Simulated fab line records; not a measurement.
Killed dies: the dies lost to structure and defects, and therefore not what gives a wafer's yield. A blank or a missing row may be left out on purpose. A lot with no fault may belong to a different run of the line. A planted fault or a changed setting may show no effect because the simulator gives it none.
fab line records | flow sky130
record lots=12 wafers=36 last-day=52
route steps=708 shown POLY_GATE@231 LDD_N@250 LDD_P@263 LDD_HVN@276 PAD_OPEN@708
lots that met no fault: from a run of the same line without faults
start-h: hours from the record's opening day to when the first of the lot's shown wafers began | wait-h: hours from the lot's prior step to this one | " repeats the value in the row above | L1.1+2: a single row standing in for several wafers | - value missing, or start not given | * or withheld: withheld | < > ~ a bound
route shown NAME@n: a module of which the file shows steps, and the number in the route of the first | usual: mean/standard deviation of fault-free wafers | same: alike in all rows | chamber/n: place in a boat | sites: readings site by site | _std_site: standard deviation of those values | _edge_site: mean of outer sites minus mean of inner sites | radius-mm: for every site, how far away it sits from the centre of the wafer | mask NAME#n: copy n | behind: tool/chamber where the wafer was last shaped | hold: reason for holding the lot/hours on hold/outcome of the hold | device: whichever transistor did not switch (one of n, p or np) | end of line: the route-end tests of the same wafers | a step with no rows: only its recipe | killed: not the wafer's yield, but the dies lost to structure and defects at the first sort | map: shows each die of a wafer: x if killed, . if not, _ if none is there
set.NAME: the setting as run; set.NAME@STEP: as run at that earlier step | model.NAME: the simulator's own value behind a step, which no gauge read
steps of the route over a sample of lots; a table a step, a row a wafer
services: from which hour (start-h, from the record's first day; less than 0 if before it) a tool's chamber was out of use, for how many hours, and why
## steps
# step SKY_POLY_GATE_ETCH_17
# recipe target-depth-nm=180 stop-on=SiO2 over-etch-frac=0.56667 chemistry=HBr/Cl2 target=poly-Si icp-w=400 bias-w=100 pressure-mtorr=10 HBr_flow_sccm=150 Cl2_flow_sccm=50 time-s=70.5
# usual HBr_flow_sccm=150.0/0.43 chamber-pressure-mTorr=10.000/0.0095 drypump-motor-current-A=5.6/0.35 mfc-cl2-sccm=50.00/0.14 oes-product-au=0.988/0.0072 throttle-valve-pct=33.684/0.009
# columns lot.wafer tool chamber start-h wait-h HBr_flow_sccm chamber-pressure-mTorr drypump-motor-current-A mfc-cl2-sccm oes-product-au rf-hours-counter-h throttle-valve-pct
L772.1 rie-si-02 3 311.94 0.0 150.3 9.983 5.6 50.22 0.995 1 33.679
L772.2 " 1 " " 150.0 10.000 5.7 50.01 0.984 5 33.684
L772.3 " 0 " " 151.0 10.013 5.7 49.90 0.988 4 33.697
L774.1 rie-si-01 0 321.49 0.0 150.4 9.991 6.0 50.07 0.977 4 33.676
L774.3 " 3 " " 149.8 10.013 4.8 50.09 0.972 70 33.672
L774.6 " 0 " " 149.5 9.999 6.0 49.90 0.977 - 33.691
L775.1 rie-si-02 3 332.40 0.0 150.0 9.997 5.6 50.09 0.982 2 33.669
L775.3 " 0 " " 149.7 10.003 5.7 49.96 0.979 4 33.681
L775.4 " 1 " " 150.1 10.009 5.7 50.36 0.985 5 33.696
L778.1 rie-si-01 1 351.38 0.0 149.9 9.999 5.4 50.13 0.980 90 33.692
L778.2 " 0 " " 150.1 10.010 6.0 50.06 0.984 5 33.679
L778.6 " 0 " " 150.0 9.991 5.9 49.83 0.987 - 33.677
L777.1 rie-si-01 0 355.09 0.0 150.5 9.998 6.0 50.07 0.993 5 33.678
L777.4 " 3 " " 149.7 10.013 4.9 49.85 0.991 - 33.685
L777.5 " 0 " " 150.3 9.985 5.9 50.10 0.988 - 33.689
L780.2 rie-si-01 0 373.32 0.0 149.1 10.009 5.9 50.06 0.979 5 33.677
L780.3 " 2 " " 150.1 10.007 5.9 49.87 0.981 0 33.677
L780.4 " 1 " " 150.5 9.976 5.4 50.10 0.989 0 33.695
L789.1 rie-si-01 2 439.44 0.0 150.4 9.998 5.9 50.16 0.983 1 33.682
L789.3 " 1 " " 149.8 10.000 5.4 49.79 0.985 1 33.682
L789.6 " 0 " " 150.0 10.003 5.9 50.04 0.985 - 33.685
L792.2 rie-si-01 1 644.59 0.0 149.6 9.990 5.4 50.00 0.985 1 33.662
L792.3 " 0 " " 150.2 9.992 6.0 49.86 1.001 6 33.680
L792.4 " 2 " " 149.3 9.977 5.9 50.03 0.989 1 33.688
L790.2 rie-si-02 0 646.84 0.0 149.7 9.999 5.7 49.71 0.990 5 33.686
L790.4 " 1 " " 150.4 10.024 5.7 49.75 0.994 6 33.681
L790.6 " 2 " " 150.1 10.000 5.5 49.95 0.984 - 33.668
L793.2 rie-si-02 3 647.45 0.0 150.6 10.007 5.6 49.98 0.993 3 33.689
L793.3 " 0 " " 150.0 9.989 5.7 49.96 0.982 5 33.681
L793.4 " 1 " " 149.4 10.004 5.7 50.13 0.988 6 33.683
L794.2 rie-si-01 2 648.71 0.0 149.6 10.007 5.9 49.98 0.986 1 33.684
L794.4 " 3 " " 149.8 9.992 4.8 49.84 0.987 0 33.669
L794.6 " 3 " " 150.0 10.004 4.9 49.56 0.991 - 33.673
L795.2 rie-si-02 2 649.82 0.0 150.2 10.001 5.5 50.12 0.990 1 33.691
L795.3 " 1 " " 149.4 9.994 5.7 49.92 0.982 6 33.692
L795.5 " 1 " " 150.4 9.984 5.7 49.82 0.983 - 33.693
# step SKY_LDD_N_IMPLANT_13
# recipe species=BF2 energy-kev=50 dose-cm2=5e+12 tilt-deg=30 rotation-deg=90
# usual beam-energy-keV=49.996/0.016 dose-ions-cm2=5e+12/5.4e+09 faraday-current-uA=28.2/0.52
# columns lot.wafer tool chamber start-h wait-h beam-energy-keV dose-ions-cm2 faraday-current-uA
L772.1 implanter-04 0 339.92 0.1 50.026 4.998e+12 28.1
L772.2 " 0 " " 50.018 5.003e+12 28.1
L772.3 " 0 " " 50.005 4.997e+12 28.8
L774.1 implanter-02 0 351.74 0.1 49.974 4.998e+12 28.5
L774.3 " 0 " " 49.969 5.001e+12 27.9
L774.6 " 0 " " 49.965 4.997e+12 29.1
L775.1 implanter-04 0 359.92 0.1 49.973 4.999e+12 28.8
L775.3 " 0 " " 49.989 5.004e+12 27.7
L775.4 " 0 " " 49.980 5.001e+12 28.0
L778.1 implanter-04 0 381.82 0.1 49.999 4.995e+12 27.9
L778.2 " 0 " " 50.003 5e+12 28.3
L778.6 " 0 " " 49.985 4.996e+12 27.6
L777.1 implanter-04 0 386.57 0.1 50.031 9.527e+12 52.2
L777.4 " 0 " " 50.012 9.528e+12 54.1
L777.5 " 0 " " 50.002 9.527e+12 53.6
L780.2 implanter-04 0 408.45 0.1 49.976 9.535e+12 52.5
L780.3 " 0 " " 50.016 9.533e+12 54.6
L780.4 " 0 " " 49.971 9.524e+12 55.7
L789.1 implanter-04 0 471.67 0.1 49.989 5.008e+12 27.9
L789.3 " 0 " " 49.992 5.003e+12 28.8
L789.6 " 0 " " 49.975 5.007e+12 27.5
L792.2 implanter-02 0 674.55 0.1 49.969 5.002e+12 29.0
L792.3 " 0 " " 49.989 5.001e+12 29.0
L792.4 " 0 " " 49.991 5e+12 29.0
L790.2 implanter-04 0 676.55 0.1 50.011 5.004e+12 28.4
L790.4 " 0 " " 50.000 5.009e+12 28.1
L790.6 " 0 " " 49.989 5.004e+12 28.7
L793.2 implanter-02 0 678.05 0.1 50.001 5.006e+12 28.0
L793.3 " 0 " " 50.019 5.001e+12 28.1
L793.4 " 0 " " 50.003 4.994e+12 28.5
L794.2 implanter-04 0 678.22 0.1 49.985 4.994e+12 28.1
L794.4 " 0 " " 50.014 4.996e+12 28.7
L794.6 " 0 " " 49.995 4.999e+12 27.9
L795.2 implanter-03 0 682.00 0.1 50.007 4.996e+12 28.1
L795.3 " 0 " " 49.987 5e+12 28.7
L795.5 " 0 " " 50.017 4.995e+12 28.4
# step SKY_LDD_P_OVL_MEAS_08
# usual LDD_P_OVL=-0.9/1.4
# columns lot.wafer tool chamber start-h wait-h LDD_P_OVL[nm]
L772.1 overlay-02 - 368.13 0.1 -2.5
L772.2 " - " " -1.5
L772.3 " - " " -2.4
L774.1 overlay-02 - 380.11 0.1 -0.8
L774.3 " - " " -1.0
L774.6 " - " " -0.4
L775.1 overlay-02 - 387.81 0.1 -0.4
L775.3 " - " " -2.5
L775.4 " - " " -1.3
L778.1 overlay-02 - 411.11 0.1 0.2
L778.2 " - " " 1.3
L778.6 " - " " -0.7
L777.1 overlay-01 - 415.21 0.1 0.0
L777.4 " - " " -3.2
L777.5 " - " " -1.2
L780.2 overlay-01 - 438.41 0.1 -0.9
L780.3 " - " " -1.6
L780.4 " - " " -2.8
L789.1 overlay-02 - 501.85 0.1 -0.2
L789.3 " - " " 0.2
L789.6 " - " " -2.3
L792.2 overlay-01 - 703.16 0.1 0.3
L792.3 " - " " -0.5
L792.4 " - " " 0.1
L790.2 overlay-02 - 706.16 0.1 -3.0
L790.4 " - " " -2.5
L790.6 " - " " -3.8
L793.2 overlay-01 - 707.26 0.1 -1.0
L793.3 " - " " -2.0
L793.4 " - " " -1.2
L794.2 overlay-02 - 707.66 0.1 2.3
L794.4 " - " " 2.1
L794.6 " - " " -0.1
L795.2 overlay-01 - 710.81 0.1 -1.1
L795.3 " - " " -1.6
L795.5 " - " " -2.0
# step SKY_LDD_HVN_STRIP_09
# recipe chemistry=O2/N2 power-w=1400 pressure-mtorr=1500 platen-temp-c=withheld o2-flow-sccm=3000 n2-flow-sccm=300 overash-fraction=0.5
# usual chamber-pressure-mTorr=1500.2/1.4 drypump-motor-current-A=5.79/0.28 oes-product-au=0.408/0.0049 strip-time-to-endpoint-s=4.139/0.015
# columns lot.wafer tool chamber start-h wait-h chamber-pressure-mTorr drypump-motor-current-A oes-product-au rf-hours-counter-h strip-time-to-endpoint-s
L772.1 plasma-asher-01 0 396.29 0.1 1501.0 5.26 0.403 27 4.125
L772.2 " 1 " " 1499.7 6.03 0.399 27 4.144
L772.3 " 0 " " 1495.9 5.25 0.406 - 4.146
L774.1 plasma-asher-04 0 409.04 0.1 1500.2 5.55 0.398 73 4.147
L774.3 " 1 " " 1499.0 5.89 0.403 - 4.140
L774.6 " 1 " " 1500.6 5.90 0.410 - 4.155
L775.1 plasma-asher-01 0 416.24 0.1 1498.8 5.23 0.409 29 4.128
L775.3 " 1 " " 1500.1 6.04 0.411 - 4.137
L775.4 " 0 " " 1502.0 5.23 0.411 - 4.152
L778.1 plasma-asher-02 0 440.72 0.1 1500.9 5.99 0.410 1 4.144
L778.2 " 1 " " 1498.8 5.97 0.410 1 4.169
L778.6 " 1 " " 1501.8 5.95 0.418 - 4.142
L777.1 plasma-asher-01 1 445.29 0.1 1502.5 6.07 0.411 32 4.146
L777.4 " 1 " " 1501.2 6.06 0.401 - 4.138
L777.5 " 0 " " 1497.2 5.24 0.411 - 4.141
L780.2 plasma-asher-04 0 469.29 0.1 1501.4 5.54 0.414 79 4.138
L780.3 " 0 " " 1499.0 5.53 0.414 - 4.140
L780.4 " 1 " " 1500.1 5.89 0.413 - 4.136
L789.1 plasma-asher-04 1 532.00 0.1 1497.2 5.91 0.408 86 4.144
L789.3 " 0 " " 1498.6 5.56 0.415 - 4.127
L789.6 " 0 " " 1498.2 5.56 0.407 - 4.139
L792.2 plasma-asher-04 1 732.82 0.1 1499.8 5.89 0.410 108 4.138
L792.3 " 0 " " 1503.6 5.57 0.409 - 4.141
L792.4 " 1 " " 1500.1 5.85 0.417 - 4.143
L790.2 plasma-asher-02 0 736.19 0.1 1500.8 5.94 0.406 31 4.144
L790.4 " 1 " " 1498.9 5.98 0.412 - 4.148
L790.6 " 0 " " 1498.9 5.98 0.402 - 4.130
L793.2 plasma-asher-02 1 738.04 0.1 1500.7 6.02 0.404 31 4.139
L793.3 " 0 " " 1499.9 5.98 0.411 - 4.136
L793.4 " 1 " " 1501.6 6.00 0.405 - 4.134
L794.2 plasma-asher-01 0 738.72 0.1 1498.1 5.24 0.408 55 4.145
L794.4 " 1 " " 1501.4 6.05 0.415 - 4.161
L794.6 " 0 " " 1498.9 5.24 0.410 - 4.130
L795.2 plasma-asher-02 0 739.62 0.1 1498.3 5.96 0.409 31 4.155
L795.3 " 1 " " 1497.6 5.95 0.412 - 4.138
L795.5 " 1 " " 1501.9 5.95 0.416 - 4.152
# step SKY_PAD_OPEN_PROBE_99
# usual killed_at_M0_to_M3=43/7 killed_at_M4_up=2.7/1.6 killed-at-contacts=24/5.3 killed-at-front-end=16/4.6 killed-at-other=0.3/0.53 killed-dies=86/9.3 killed-open=47/6.9 killed-short=38/6.1
# same gross-dies=492 killed-at-back-side=0
# columns lot.wafer tool chamber start-h wait-h killed_at_M0_to_M3 killed_at_M4_up killed-at-contacts killed-at-front-end killed-at-other killed-dies killed-open killed-short
L774.1 prober-01 - 1042.01 0.1 39 2 25 15 0 81 49 32
L774.3 prober-01 - 1042.11 0.2 40 5 25 19 0 89 46 43
L774.6 prober-01 - 1042.26 0.2 39 0 22 8 0 69 46 23
L775.1 prober-02 - 1042.92 0.1 54 0 19 11 1 85 43 42
L775.3 prober-02 - 1043.02 0.2 51 5 24 11 0 91 47 42
L775.4 prober-02 - 1043.07 0.2 35 4 30 10 0 79 44 35
L778.1 prober-02 - 1057.71 0.1 41 5 30 11 0 87 42 45
L778.2 prober-02 - 1057.76 0.1 49 2 21 11 2 85 44 41
L778.6 prober-02 - 1057.96 0.2 43 1 14 14 0 72 47 25
# killed by level:class
L774.1 CONTACT:geometric-particle:open=11 VIA1:geometric-particle:open=9 LI_CONTACT:geometric-particle:open=9 VIA3:geometric-particle:open=7 METAL1:geometric-particle:short=6 POLY_GATE:geometric-particle:short=5 METAL2:geometric-particle:short=5 VIA1:geometric-particle:short=4
L774.3 CONTACT:geometric-particle:open=12 VIA1:geometric-particle:short=10 VIA1:geometric-particle:open=8 LI_CONTACT:geometric-particle:open=6 VIA3:geometric-particle:open=6 METAL4:geometric-particle:short=5 POLY_GATE:geometric-particle:short=5 FIELD_ISO:geometric-particle:open=4
L774.6 VIA1:geometric-particle:open=12 CONTACT:geometric-particle:open=9 LI_CONTACT:geometric-particle:open=8 VIA1:geometric-particle:short=5 VIA3:geometric-particle:open=5 LI_CONTACT:geometric-particle:short=4 FIELD_ISO:geometric-particle:open=3 METAL2:geometric-particle:short=3
L775.1 VIA3:geometric-particle:open=13 VIA1:geometric-particle:open=8 CONTACT:geometric-particle:short=6 METAL1:geometric-particle:short=6 VIA1:geometric-particle:short=6 LI_CONTACT:geometric-particle:open=5 CONTACT:geometric-particle:open=5 POLY_GATE:geometric-particle:short=4
L775.3 VIA1:geometric-particle:open=17 CONTACT:geometric-particle:open=8 VIA1:geometric-particle:short=8 VIA3:geometric-particle:open=7 FIELD_ISO:geometric-particle:short=6 LI_CONTACT:geometric-particle:open=5 LOCAL_INTERCONNECT:geometric-particle:short=4 CONTACT:geometric-particle:short=4
L775.4 VIA1:geometric-particle:open=9 VIA3:geometric-particle:open=9 LI_CONTACT:geometric-particle:open=8 LI_CONTACT:geometric-particle:short=8 CONTACT:geometric-particle:open=7 METAL1:geometric-particle:short=6 VIA1:geometric-particle:short=5 CONTACT:geometric-particle:short=4
L778.1 CONTACT:geometric-particle:short=10 VIA1:geometric-particle:short=8 VIA2:geometric-particle:open=8 VIA3:geometric-particle:open=7 CONTACT:geometric-particle:open=7 LI_CONTACT:geometric-particle:open=6 METAL1:geometric-particle:short=5 METAL2:geometric-particle:short=5
L778.2 LI_CONTACT:geometric-particle:open=10 VIA3:geometric-particle:open=9 VIA1:geometric-particle:open=7 VIA2:geometric-particle:open=6 VIA3:geometric-particle:short=6 CONTACT:geometric-particle:open=5 METAL1:geometric-particle:short=5 VIA1:geometric-particle:short=5
L778.6 VIA1:geometric-particle:open=13 VIA1:geometric-particle:short=8 LI_CONTACT:geometric-particle:open=7 VIA3:geometric-particle:open=7 FIELD_ISO:geometric-particle:open=5 POLY_GATE:geometric-particle:open=4 CONTACT:geometric-particle:open=4 VIA2:geometric-particle:open=4
## services
# columns tool chamber start-h hours kind
plasma-asher-01 - 289.19 3.2 repair
rie-si-01 - 293.11 0.1 repair
plasma-asher-02 - 297.63 0.9 repair
plasma-asher-01 - 309.74 2.8 pm
implanter-04 - 319.39 18.0 pm
plasma-asher-01 - 325.94 1.8 repair
plasma-asher-02 - 337.01 1.3 repair
implanter-04 - 350.41 1.7 repair
plasma-asher-02 - 352.14 0.8 repair
plasma-asher-01 - 397.89 1.1 repair
rie-si-01 - 408.12 1.8 repair
plasma-asher-02 - 421.25 9.0 pm
rie-si-01 3 425.33 1.1 repair
implanter-04 - 427.77 4.9 pm
implanter-04 - 433.36 6.3 repair
implanter-04 - 501.28 2.1 repair
implanter-04 - 522.84 5.0 pm
implanter-04 - 535.39 1.6 repair
plasma-asher-02 - 540.70 2.6 repair
plasma-asher-01 - 570.89 39.0 repair
plasma-asher-01 - 617.08 28.1 pm
implanter-04 - 649.44 1.9 repair
rie-si-02 2 660.61 13.0 repair
rie-si-01 1 737.59 8.5 repair
## key
first-sign step=SKY_LDD_N_IMPLANT_13 reading=dose-ions-cm2 direction=up sigmas=99+ usual=* struck=*
effect step=SKY_LDD_N_IMPLANT_13 reading=faraday-current-uA direction=up sigmas=49 usual=28.2 struck=53.8
met-at SKY_LDD_N_IMPLANT_13
struck-lots L777,L780
tester-left-out L777,L780
not-acting-at SKY_POLY_GATE_ETCH_17,SKY_LDD_P_OVL_MEAS_08,SKY_LDD_HVN_STRIP_09
onset-between 381.82 386.57
fault kind=process-parameter-drift tool=implanter-04 chamber=- onset-h=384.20 steps=SKY_LDD_N_IMPLANT_13 channel=dose-cm2 offset=* shape=step end-h=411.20 acts-in=* stated=*
# tester-left-out: of these lots the tester's yield and bins aren't shown, on N5 and GAA mostly nor the transistor test; their killed dies are dies lost to structure and defects alone, not to doping, threshold or leakage, so they don't give the yield
